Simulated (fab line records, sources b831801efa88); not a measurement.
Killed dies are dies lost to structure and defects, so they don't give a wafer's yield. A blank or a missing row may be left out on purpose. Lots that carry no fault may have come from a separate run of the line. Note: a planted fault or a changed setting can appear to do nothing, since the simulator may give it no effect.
Matching of chambers    flow sky130    4 sister chambers for SKY_VIA2_CMP_02 on cmp-01
The step polishes SiO2. 8 wafers are shown with their chamber, then 12 later ones without.

## WAFERS WITH THEIR CHAMBER
wafer   chamber  motor-current-A (A)
L090.1  2        13.9
L090.6  0        11.5
L091.1  0        12.7
L091.2  3        12.6
L091.5  2        13.8
L093.1  3        12.8
L093.4  1        12.9
L093.5  1        13.4

## WAFERS MISSING THEIR CHAMBER
wafer   motor-current-A (A)
L092.1  12.6
L092.3  13.6
L092.4  13.5
L094.1  12.2
L094.4  12.2
L094.6  13.8
L095.1  12.0
L095.4  13.6
L095.5  11.5
L097.1  13.3
L097.3  12.1
L097.5  13.9

## EACH ONE'S CHAMBER
wafer   from the rows above           in truth
L092.1  can't be placed: 3 or 0 or 1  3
L092.3  can't be placed: 2 or 1 or 3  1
L092.4  can't be placed: 1 or 2 or 3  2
L094.1  can't be placed: 0 or 3 or 1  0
L094.4  can't be placed: 0 or 3 or 1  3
L094.6  can't be placed: 2 or 1       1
L095.1  can't be placed: 0 or 3       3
L095.4  can't be placed: 2 or 1 or 3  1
L095.5  can't be placed: 0 or 3       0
L097.1  can't be placed: 1 or 2 or 3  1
L097.3  can't be placed: 0 or 3       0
L097.5  can't be placed: 2 or 1       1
Correctly placed: 0 of 12. Unplaceable from these rows: 12, with the true chamber sitting among the candidates in 12. Wrongly placed: 0.
How it was worked out, from the rows above alone: a wafer's distance from a chamber is the root of the sum, over the readings, of the square of ((its reading less the chamber's mean) divided by the reading's scatter). The wafer belongs to the nearest chamber; if the next one is less than 2 further off, it can't be placed. A chamber's mean is the mean of its shown wafers. The scatter is the square root of a quotient: the sum, over the shown wafers, of each reading's squared deviation from its chamber's mean, divided by wafers minus chambers.
